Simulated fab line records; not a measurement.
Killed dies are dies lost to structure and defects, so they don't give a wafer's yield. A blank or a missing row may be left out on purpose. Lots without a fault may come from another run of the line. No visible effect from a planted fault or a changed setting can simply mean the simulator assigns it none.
fab line records | flow sky130
record lots=6 | wafers=18 | last_day=50
route steps=708 shown NWELL@82 PWDE@84 VT_ADJUST_HVTP@85 PAD_OPEN@708
lots with no fault: from the same line, run without faults
start_h: hours from the record's opening day to when the first of the lot's shown wafers began | wait_h: time in hours since the lot's previous step | " repeats the value in the row above | L1.1+2: several wafers, shown together as one row | - no value, or no start was given | * or withheld: withheld | < > ~ a bound
route shown NAME@n: NAME is a module with steps in the file, n the number in the route of the first one | usual: mean/standard deviation taken from wafers without a fault | same: alike in all rows | chamber/n: place in a boat | sites: per-site readings | _std_site: how widely they spread, as a standard deviation | _edge_site: inner sites' mean taken away from outer sites' mean | radius_mm: for every site, how far away it sits from the centre of the wafer | mask NAME#n: copy n | behind: tool/chamber where the wafer was last shaped | hold: the reason the lot was held/the length of the hold in hours/how it ended | device: names the non-switching transistor (n, p or np) | end of line: tests run on the same wafers once the route is complete | a step given without rows: its recipe and nothing more | killed: dies that structure and defects cost at the first sort, which is not the same as the wafer's yield | map: dies across one wafer; x = killed, . = not, _ = none there
set.NAME: the setting that was run; set.NAME@STEP: the one run at that earlier step | model.NAME: the simulator's own value behind a step, which no gauge read
certain route steps with their lots: each step a table, each wafer a row
services: when a tool's chamber went out of use (start_h, in hours from the record's first day, below 0 if earlier), for how many hours, and the reason
## steps
# step SKY_NWELL_RS_MEAS_29
# recipe thk_meas_gauge=four-point-probe
# usual NWELL_RS=624.8/1.6
lot.wafer | tool          | chamber | start_h | wait_h | NWELL_RS[ohm/sq]
L472.1    | film_metro-03 | -       | 106.36  | 0.1    | 622.8
L472.4    | "             | -       | "       | "      | 625.1
L472.5    | "             | -       | "       | "      | 625.0
L480.1    | film_metro-01 | -       | 154.00  | 0.1    | 624.7
L480.4    | "             | -       | "       | "      | 623.1
L480.6    | "             | -       | "       | "      | 626.1
L481.2    | film_metro-01 | -       | 159.57  | 0.1    | 626.9
L481.4    | "             | -       | "       | "      | 625.6
L481.6    | "             | -       | "       | "      | 626.1
L482.2    | film_metro-01 | -       | 162.17  | 0.1    | 625.3
L482.4    | "             | -       | "       | "      | 625.1
L482.5    | "             | -       | "       | "      | 624.4
L491.1    | film_metro-03 | -       | 223.55  | 0.1    | 626.2
L491.2    | "             | -       | "       | "      | 628.1
L491.5    | "             | -       | "       | "      | 626.3
L495.1    | film_metro-01 | -       | 243.38  | 0.1    | 623.0
L495.4    | "             | -       | "       | "      | 622.2
L495.6    | "             | -       | "       | "      | 622.5
# step SKY_NWELL_RS_MEAS_31
# recipe thk_meas_gauge=four-point-probe
# usual PWDE_RS=5276/20
lot.wafer | tool          | chamber | start_h | wait_h | PWDE_RS[ohm/sq]
L472.1    | film_metro-03 | -       | 106.60  | 0.1    | 5256
L472.4    | "             | -       | "       | "      | 5256
L472.5    | "             | -       | "       | "      | 5242
L480.1    | film_metro-01 | -       | 154.24  | 0.1    | 5247
L480.4    | "             | -       | "       | "      | 5260
L480.6    | "             | -       | "       | "      | 5253
L481.2    | film_metro-01 | -       | 159.81  | 0.1    | 5286
L481.4    | "             | -       | "       | "      | 5280
L481.6    | "             | -       | "       | "      | 5272
L482.2    | film_metro-01 | -       | 162.41  | 0.1    | 5284
L482.4    | "             | -       | "       | "      | 5285
L482.5    | "             | -       | "       | "      | 5281
L491.1    | film_metro-03 | -       | 223.79  | 0.1    | 5271
L491.2    | "             | -       | "       | "      | 5244
L491.5    | "             | -       | "       | "      | 5269
L495.1    | film_metro-01 | -       | 243.62  | 0.1    | 5328
L495.4    | "             | -       | "       | "      | 5320
L495.6    | "             | -       | "       | "      | 5331
# step SKY_VT_ADJUST_HVTP_DEHYDRATE_00
# recipe temp_c=200 | time_s=60
# step SKY_VT_ADJUST_HVTP_HMDS_01
# recipe prime_time_s=60 | prime_temp_c=120
# step SKY_VT_ADJUST_HVTP_COAT_02
# recipe resist=NOVOLAK | spin_rpm=3000 | resist_thk_nm=1140
# step SKY_VT_ADJUST_HVTP_SOFTBAKE_03
# recipe temp_c=90 | time_s=60 | resist=NOVOLAK
# step SKY_VT_ADJUST_HVTP_EXPOSE_04
# recipe mask_id=HVTPM | na=0.6 | source_shape=conventional | sigma_outer=0.6 | polarization=unpolarized | target_cd_nm=380 | dose_mj=140
# step SKY_VT_ADJUST_HVTP_PEB_05
# recipe temp_c=withheld | time_s=* | resist=NOVOLAK
# step SKY_VT_ADJUST_HVTP_DEVELOP_06
# recipe resist=NOVOLAK | developer=TMAH | develop_time_s=60 | dev_temp_c=23
# step SKY_VT_ADJUST_HVTP_CD_MEAS_07
# recipe target_cd_nm=380
# usual cd_nm=380.3/2.4
lot.wafer | tool      | chamber | start_h | wait_h | cd_nm
L472.1    | cd_sem-02 | -       | 124.46  | 0.1    | 382.3
L472.4    | "         | -       | "       | "      | 382.4
L472.5    | "         | -       | "       | "      | 382.1
L480.1    | cd_sem-02 | -       | 173.96  | 0.1    | 381.3
L480.4    | "         | -       | "       | "      | 380.1
L480.6    | "         | -       | "       | "      | 382.2
L481.2    | cd_sem-02 | -       | 180.33  | 0.1    | 375.9
L481.4    | "         | -       | "       | "      | 376.2
L481.6    | "         | -       | "       | "      | 375.2
L482.2    | cd_sem-02 | -       | 182.48  | 0.1    | 381.8
L482.4    | "         | -       | "       | "      | 381.8
L482.5    | "         | -       | "       | "      | 383.0
L491.1    | cd_sem-02 | -       | 247.21  | 0.1    | 382.3
L491.2    | "         | -       | "       | "      | 379.7
L491.5    | "         | -       | "       | "      | 382.4
L495.1    | cd_sem-01 | -       | 267.53  | 0.1    | 379.3
L495.4    | "         | -       | "       | "      | 377.1
L495.6    | "         | -       | "       | "      | 378.0
# step SKY_VT_ADJUST_HVTP_OVL_MEAS_08
# usual VT_ADJUST_HVTP_OVL=0.2/1.4
lot.wafer | tool       | chamber | start_h | wait_h | VT_ADJUST_HVTP_OVL[nm]
L472.1    | overlay-01 | -       | 124.58  | 0.1    | 0.7
L472.4    | "          | -       | "       | "      | 1.2
L472.5    | "          | -       | "       | "      | 2.1
L480.1    | overlay-01 | -       | 174.08  | 0.1    | 0.8
L480.4    | "          | -       | "       | "      | 1.8
L480.6    | "          | -       | "       | "      | 1.1
L481.2    | overlay-01 | -       | 180.43  | 0.1    | -1.3
L481.4    | "          | -       | "       | "      | -2.2
L481.6    | "          | -       | "       | "      | -2.1
L482.2    | overlay-02 | -       | 182.58  | 0.1    | 2.6
L482.4    | "          | -       | "       | "      | 2.9
L482.5    | "          | -       | "       | "      | 1.6
L491.1    | overlay-02 | -       | 247.33  | 0.1    | 0.8
L491.2    | "          | -       | "       | "      | -0.4
L491.5    | "          | -       | "       | "      | -0.3
L495.1    | overlay-02 | -       | 267.65  | 0.1    | 0.8
L495.4    | "          | -       | "       | "      | 2.6
L495.6    | "          | -       | "       | "      | 1.8
# step SKY_VT_ADJUST_HVTP_IMPLANT_09
# recipe species=As | energy_kev=150 | dose_cm2=4.3e+12 | tilt_deg=withheld
# usual beam_energy_keV=149.99/0.048 | beam_on_s=10.01/0.21
# same implant_ion_amu=75
lot.wafer | tool         | chamber | start_h | wait_h | beam_energy_keV | beam_on_s | model.implant.rp_nm | model.implant.drp_nm
L472.1    | implanter-02 | 0       | 124.61  | 0.0    | 150.01          | 10.04     | 85.13               | 33.4
L472.4    | "            | 0       | "       | "      | 149.96          | 10.34     | 85.13               | 33.4
L472.5    | "            | 0       | "       | "      | 149.93          | 10.20     | 85.13               | 33.4
L480.1    | implanter-03 | 0       | 174.12  | 0.0    | 150.02          | 9.82      | 80.39               | 33.4
L480.4    | "            | 0       | "       | "      | 149.97          | 9.91      | 80.39               | 33.4
L480.6    | "            | 0       | "       | "      | 150.02          | 9.81      | 80.39               | 33.4
L481.2    | implanter-03 | 0       | 180.49  | 0.0    | 156.28          | 9.81      | 84.83               | 34.56
L481.4    | "            | 0       | "       | "      | 156.27          | 9.82      | 84.83               | 34.56
L481.6    | "            | 0       | "       | "      | 156.36          | 9.94      | 84.83               | 34.56
L482.2    | implanter-03 | 0       | 182.64  | 0.0    | 156.28          | 10.10     | 84.73               | 34.56
L482.4    | "            | 0       | "       | "      | 156.30          | 10.14     | 84.73               | 34.56
L482.5    | "            | 0       | "       | "      | 156.26          | 10.06     | 84.73               | 34.56
L491.1    | implanter-01 | 0       | 247.36  | 0.0    | 150.03          | 9.85      | 84.5                | 33.4
L491.2    | "            | 0       | "       | "      | 149.86          | 9.97      | 84.5                | 33.4
L491.5    | "            | 0       | "       | "      | 150.03          | 10.27     | 84.5                | 33.4
L495.1    | implanter-02 | 0       | 267.69  | 0.0    | 149.96          | 9.75      | 83.76               | 33.4
L495.4    | "            | 0       | "       | "      | 150.02          | 10.58     | 83.76               | 33.4
L495.6    | "            | 0       | "       | "      | 149.98          | 9.63      | 83.76               | 33.4
# step SKY_VT_ADJUST_HVTP_STRIP_10
# recipe chemistry=O2/N2 | power_w=1400 | pressure_mtorr=1500 | platen_temp_c=withheld | o2_flow_sccm=3000 | n2_flow_sccm=300 | overash_fraction=0.5
# usual drypump_motor_current_A=5.5/0.34 | oes_product_au=0.716/0.0045 | strip_time_to_endpoint_s=14.19/0.036
lot.wafer | tool            | chamber | start_h | wait_h | drypump_motor_current_A | oes_product_au | rf_hours_counter_h | strip_time_to_endpoint_s
L472.1    | plasma_asher-04 | 0       | 124.76  | 0.1    | 5.7                     | 0.721          | 41                 | 14.17
L472.4    | "               | 0       | "       | "      | 5.7                     | 0.709          | -                  | 14.20
L472.5    | "               | 0       | "       | "      | 5.7                     | 0.715          | -                  | 14.17
L480.1    | plasma_asher-03 | 0       | 174.27  | 0.1    | 5.6                     | 0.724          | 52                 | 14.13
L480.4    | "               | 1       | "       | "      | 5.3                     | 0.715          | -                  | 14.16
L480.6    | "               | 0       | "       | "      | 5.6                     | 0.712          | -                  | 14.19
L481.2    | plasma_asher-04 | 0       | 180.61  | 0.1    | 5.7                     | 0.711          | 44                 | 14.25
L481.4    | "               | 1       | "       | "      | 6.1                     | 0.719          | -                  | 14.19
L481.6    | "               | 1       | "       | "      | 6.1                     | 0.715          | -                  | 14.22
L482.2    | plasma_asher-02 | 0       | 182.76  | 0.1    | 5.3                     | 0.711          | 38                 | 14.16
L482.4    | "               | 0       | "       | "      | 5.2                     | 0.722          | -                  | 14.16
L482.5    | "               | 1       | "       | "      | 5.1                     | 0.720          | -                  | 14.15
L491.1    | plasma_asher-03 | 0       | 247.51  | 0.1    | 5.6                     | 0.721          | 59                 | 14.22
L491.2    | "               | 1       | "       | "      | 5.3                     | 0.711          | 59                 | 14.19
L491.5    | "               | 1       | "       | "      | 5.3                     | 0.719          | -                  | 14.23
L495.1    | plasma_asher-02 | 0       | 267.84  | 0.1    | 5.3                     | 0.718          | 46                 | 14.17
L495.4    | "               | 1       | "       | "      | 5.1                     | 0.717          | -                  | 14.19
L495.6    | "               | 0       | "       | "      | 5.3                     | 0.717          | -                  | 14.16
# step SKY_PAD_OPEN_PROBE_99
# usual killed_at_M0_to_M3=44/7.2 | killed_at_M4_up=2.9/1.8 | killed_at_contacts=24/5.6 | killed_at_front_end=15/4.2 | killed_at_other=0.4/0.71 | killed_dies=86/9.2 | killed_open=47/7.2 | killed_short=39/5.7
# same gross_dies=492 | killed_at_back_side=0
lot.wafer | tool      | chamber | start_h | wait_h | killed_at_M0_to_M3 | killed_at_M4_up | killed_at_contacts | killed_at_front_end | killed_at_other | killed_dies | killed_open | killed_short | model.etest.tip_p.rs_ohm_sq | model.etest.pfet_01v8_mvt.off_log10_a_um | model.etest.pfet_01v8.off_log10_a_um | model.etest.pfet_01v8_hvt.off_log10_a_um | model.etest.pfet_01v8_mvt.vt_sat_v | model.etest.pfet_01v8.vt_sat_v | model.etest.pfet_01v8_mvt.vt_v | model.etest.pfet_01v8_mvt.vt_long_v
L472.1    | prober-02 | -       | 1079.86 | 0.1    | 57                 | 1               | 22                 | 24                  | 0               | 104         | 55          | 49           | 6824                        | -10.09                                   | -9.082                               | -12.67                                   | -0.5327                            | -0.5237                        | -0.6228                        | -0.8392
L472.4    | prober-02 | -       | 1080.01 | 0.2    | 51                 | 3               | 26                 | 15                  | 2               | 97          | 49          | 46           | 6873                        | -10.24                                   | -9.378                               | -12.91                                   | -0.5378                            | -0.5427                        | -0.6244                        | -0.8347
L472.5    | prober-02 | -       | 1080.06 | 0.2    | 43                 | 3               | 20                 | 10                  | 3               | 79          | 40          | 37           | 6807                        | -10.37                                   | -9.451                               | -12.95                                   | -0.5443                            | -0.5572                        | -0.6319                        | -0.8365
L480.1    | prober-02 | -       | 1130.53 | 0.1    | 39                 | 4               | 31                 | 15                  | 1               | 90          | 55          | 35           | 7011                        | -11.3                                    | -10.38                               | -13.38                                   | -0.6107                            | -0.6213                        | -0.6923                        | -0.8973
L480.4    | prober-02 | -       | 1130.68 | 0.2    | 44                 | 2               | 21                 | 15                  | 0               | 82          | 43          | 39           | 7044                        | -11.28                                   | -10.04                               | -13.22                                   | -0.6038                            | -0.5974                        | -0.6921                        | -0.8991
L480.6    | prober-02 | -       | 1130.78 | 0.2    | 45                 | 3               | 21                 | 17                  | 0               | 86          | 50          | 36           | 6977                        | -11.07                                   | -9.877                               | -13.48                                   | -0.5974                            | -0.5925                        | -0.6859                        | -0.8985
L481.2    | prober-01 | -       | 1139.02 | 0.1    | 34                 | 7               | 29                 | 16                  | 0               | 86          | 46          | 40           | 6887                        | -10.44                                   | -9.29                                | -12.78                                   | -0.5498                            | -0.5463                        | -0.6384                        | -0.8453
L481.4    | prober-01 | -       | 1139.12 | 0.2    | 42                 | 0               | 26                 | 13                  | 0               | 81          | 53          | 27           | 6831                        | -10.19                                   | -9.298                               | -12.71                                   | -0.5428                            | -0.5318                        | -0.631                         | -0.8427
L481.6    | prober-01 | -       | 1139.22 | 0.2    | 54                 | 4               | 29                 | 15                  | 0               | 102         | 53          | 48           | 6775                        | -10.58                                   | -9.352                               | -12.81                                   | -0.553                             | -0.5474                        | -0.6414                        | -0.8485
L482.2    | prober-01 | -       | 1144.62 | 0.1    | 46                 | 5               | 22                 | 14                  | 0               | 87          | 51          | 35           | 6838                        | -10.61                                   | -9.552                               | -12.95                                   | -0.5518                            | -0.5561                        | -0.6403                        | -0.8456
L482.4    | prober-01 | -       | 1144.72 | 0.2    | 36                 | 5               | 20                 | 25                  | 2               | 88          | 42          | 46           | 6832                        | -10.42                                   | -9.473                               | -13.05                                   | -0.5519                            | -0.553                         | -0.6386                        | -0.8427
L482.5    | prober-01 | -       | 1144.77 | 0.2    | 46                 | 4               | 28                 | 17                  | 1               | 96          | 56          | 40           | 6852                        | -10.29                                   | -9.456                               | -12.94                                   | -0.5529                            | -0.5588                        | -0.6387                        | -0.8456
L491.1    | prober-01 | -       | 1185.38 | 0.1    | 49                 | 0               | 22                 | 14                  | 0               | 85          | 44          | 41           | 6844                        | -10.37                                   | -9.261                               | -12.94                                   | -0.5443                            | -0.5572                        | -0.6324                        | -0.844
L491.2    | prober-01 | -       | 1185.43 | 0.1    | 40                 | 3               | 28                 | 9                   | 0               | 80          | 50          | 29           | 6833                        | -10.27                                   | -9.38                                | -12.91                                   | -0.5382                            | -0.5584                        | -0.626                         | -0.8382
L491.5    | prober-01 | -       | 1185.58 | 0.2    | 41                 | 3               | 21                 | 16                  | 1               | 82          | 45          | 36           | 6759                        | -10.35                                   | -9.736                               | -13.13                                   | -0.5427                            | -0.5735                        | -0.6287                        | -0.8353
L495.1    | prober-02 | -       | 1198.18 | 0.1    | 34                 | 3               | 27                 | 12                  | 1               | 77          | 32          | 45           | 6892                        | -10.81                                   | -9.759                               | -13.11                                   | -0.5733                            | -0.5808                        | -0.6601                        | -0.8601
L495.4    | prober-02 | -       | 1198.33 | 0.2    | 32                 | 1               | 22                 | 15                  | 0               | 70          | 43          | 25           | 6892                        | -10.72                                   | -9.357                               | -13.01                                   | -0.5719                            | -0.558                         | -0.6574                        | -0.8587
L495.6    | prober-02 | -       | 1198.43 | 0.2    | 37                 | 4               | 33                 | 22                  | 0               | 96          | 53          | 42           | 6864                        | -10.58                                   | -9.606                               | -13.07                                   | -0.5694                            | -0.5742                        | -0.6554                        | -0.8571
# killed by level:class
L472.1 LI_CONTACT:geometric_particle:open=10 FIELD_ISO:geometric_particle:open=9 METAL2:geometric_particle:short=9 VIA1:geometric_particle:open=8 VIA2:geometric_particle:open=8 VIA1:geometric_particle:short=7 METAL1:geometric_particle:short=7 POLY_GATE:geometric_particle:short=6
L472.4 VIA1:geometric_particle:open=11 LI_CONTACT:geometric_particle:open=8 VIA2:geometric_particle:open=8 METAL1:geometric_particle:short=7 POLY_GATE:geometric_particle:short=6 VIA3:geometric_particle:open=6 CONTACT:geometric_particle:short=6 CONTACT:geometric_particle:open=5
L472.5 METAL2:geometric_particle:short=8 VIA3:geometric_particle:open=8 CONTACT:geometric_particle:open=7 VIA1:geometric_particle:open=7 VIA2:geometric_particle:open=5 LI_CONTACT:geometric_particle:open=4 VIA1:geometric_particle:short=4 VIA3:geometric_particle:short=4
L480.1 VIA1:geometric_particle:open=14 LI_CONTACT:geometric_particle:open=10 CONTACT:geometric_particle:open=10 CONTACT:geometric_particle:short=8 FIELD_ISO:geometric_particle:open=5 VIA2:geometric_particle:open=5 POLY_GATE:geometric_particle:short=3 VIA3:geometric_particle:open=3
L480.4 VIA1:geometric_particle:open=11 VIA2:geometric_particle:open=8 LI_CONTACT:geometric_particle:open=7 VIA1:geometric_particle:short=7 LOCAL_INTERCONNECT:geometric_particle:short=6 METAL1:geometric_particle:short=6 FIELD_ISO:geometric_particle:open=4 CONTACT:geometric_particle:short=4
L480.6 VIA1:geometric_particle:open=12 LI_CONTACT:geometric_particle:open=9 CONTACT:geometric_particle:open=8 VIA3:geometric_particle:open=7 METAL1:geometric_particle:short=6 METAL2:geometric_particle:short=6 FIELD_ISO:geometric_particle:short=5 METAL3:geometric_particle:short=5
L481.2 CONTACT:geometric_particle:open=15 VIA1:geometric_particle:open=8 FIELD_ISO:geometric_particle:short=5 LI_CONTACT:geometric_particle:open=5 METAL2:geometric_particle:short=5 METAL4:geometric_particle:short=5 FIELD_ISO:geometric_particle:open=4 POLY_GATE:geometric_particle:open=4
L481.4 VIA1:geometric_particle:open=15 CONTACT:geometric_particle:open=10 VIA3:geometric_particle:open=8 LI_CONTACT:geometric_particle:open=7 CONTACT:geometric_particle:short=5 VIA2:geometric_particle:open=4 FIELD_ISO:geometric_particle:short=3 FIELD_ISO:geometric_particle:open=3
L481.6 VIA3:geometric_particle:open=11 VIA1:geometric_particle:open=10 VIA2:geometric_particle:open=9 LI_CONTACT:geometric_particle:open=8 CONTACT:geometric_particle:open=7 CONTACT:geometric_particle:short=7 VIA1:geometric_particle:short=7 POLY_GATE:geometric_particle:short=4
L482.2 VIA1:geometric_particle:open=15 CONTACT:geometric_particle:open=13 VIA2:geometric_particle:open=7 FIELD_ISO:geometric_particle:short=5 VIA3:geometric_particle:open=5 METAL3:geometric_particle:short=5 LI_CONTACT:geometric_particle:open=4 METAL1:geometric_particle:short=4
L482.4 VIA1:geometric_particle:open=10 POLY_GATE:geometric_particle:open=7 POLY_GATE:geometric_particle:short=7 LOCAL_INTERCONNECT:geometric_particle:short=5 CONTACT:geometric_particle:short=5 CONTACT:geometric_particle:open=5 METAL1:geometric_particle:short=5 METAL2:geometric_particle:short=5
L482.5 CONTACT:geometric_particle:open=11 VIA1:geometric_particle:open=11 LI_CONTACT:geometric_particle:open=10 METAL1:geometric_particle:short=8 METAL2:geometric_particle:short=6 FIELD_ISO:geometric_particle:open=5 VIA2:geometric_particle:open=5 FIELD_ISO:geometric_particle:short=4
L491.1 VIA1:geometric_particle:open=11 VIA2:geometric_particle:open=9 METAL2:geometric_particle:short=6 POLY_GATE:geometric_particle:short=5 LI_CONTACT:geometric_particle:open=5 CONTACT:geometric_particle:open=5 VIA1:geometric_particle:short=5 LOCAL_INTERCONNECT:geometric_particle:short=4
L491.2 CONTACT:geometric_particle:open=12 VIA1:geometric_particle:open=7 VIA2:geometric_particle:open=7 LI_CONTACT:geometric_particle:open=6 METAL1:geometric_particle:short=6 CONTACT:geometric_particle:short=5 METAL2:geometric_particle:open=4 VIA2:geometric_particle:short=4
L491.5 CONTACT:geometric_particle:open=10 METAL2:geometric_particle:short=10 VIA1:geometric_particle:open=7 VIA2:geometric_particle:open=6 VIA3:geometric_particle:open=5 FIELD_ISO:geometric_particle:open=4 CONTACT:geometric_particle:short=4 LOCAL_INTERCONNECT:geometric_particle:short=4
L495.1 METAL1:geometric_particle:short=8 LI_CONTACT:geometric_particle:open=7 LOCAL_INTERCONNECT:geometric_particle:short=6 CONTACT:geometric_particle:open=5 CONTACT:geometric_particle:short=5 VIA1:geometric_particle:open=5 VIA3:geometric_particle:open=5 METAL2:geometric_particle:short=4
L495.4 VIA3:geometric_particle:open=10 CONTACT:geometric_particle:open=8 VIA1:geometric_particle:open=7 LI_CONTACT:geometric_particle:open=5 VIA1:geometric_particle:short=5 FIELD_ISO:geometric_particle:open=4 LI_CONTACT:geometric_particle:short=4 CONTACT:geometric_particle:short=4
L495.6 CONTACT:geometric_particle:open=12 VIA3:geometric_particle:open=9 VIA2:geometric_particle:open=8 LI_CONTACT:geometric_particle:short=6 LI_CONTACT:geometric_particle:open=6 VIA1:geometric_particle:open=6 FIELD_ISO:geometric_particle:short=5 SPACER:geometric_particle:open=5
## services
tool            | chamber | start_h | hours | kind
plasma_asher-02 | -       | 112.83  | 1.6   | repair
plasma_asher-04 | -       | 135.27  | 0.5   | repair
implanter-03    | -       | 136.58  | 1.2   | repair
plasma_asher-04 | -       | 144.89  | 28.1  | pm
implanter-03    | -       | 175.60  | 3.7   | repair
implanter-02    | -       | 188.76  | 2.9   | repair
plasma_asher-03 | -       | 204.81  | 2.8   | pm
implanter-03    | -       | 218.61  | 4.1   | pm
implanter-03    | -       | 224.60  | 1.5   | repair
implanter-03    | -       | 245.53  | 5.1   | repair
implanter-03    | -       | 256.21  | 3.9   | repair
plasma_asher-03 | -       | 264.34  | 5.6   | repair
## key
first_sign step=SKY_VT_ADJUST_HVTP_IMPLANT_09 | reading=beam_energy_keV | direction=up | sigmas=99+ | usual=* | struck=*
effect none on later readings
model_effect step=SKY_VT_ADJUST_HVTP_IMPLANT_09 | value=implant.rp_nm | without=81.58 | struck=84.78
model_effect step=SKY_PAD_OPEN_PROBE_99 | value=etest.tip_p.rs_ohm_sq | without=6968 | struck=6836
met_at SKY_VT_ADJUST_HVTP_IMPLANT_09
struck_wafers L481.2,L481.4,L481.6,L482.2,L482.4,L482.5
tester_left_out L481,L482
onset_between 174.12 180.49
fault kind=process_parameter_drift | tool=implanter-03 | chamber=- | onset_h=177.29 | steps=SKY_VT_ADJUST_HVTP_IMPLANT_09 | channel=energy_kev | offset=* | shape=step | end_h=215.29 | acts_in=* | stated=*
# tester_left_out: of these lots the tester's yield and bins aren't shown, on N5 and GAA mostly nor the transistor test; their killed dies are dies lost to structure and defects alone, not to doping, threshold or leakage, so they don't give the yield
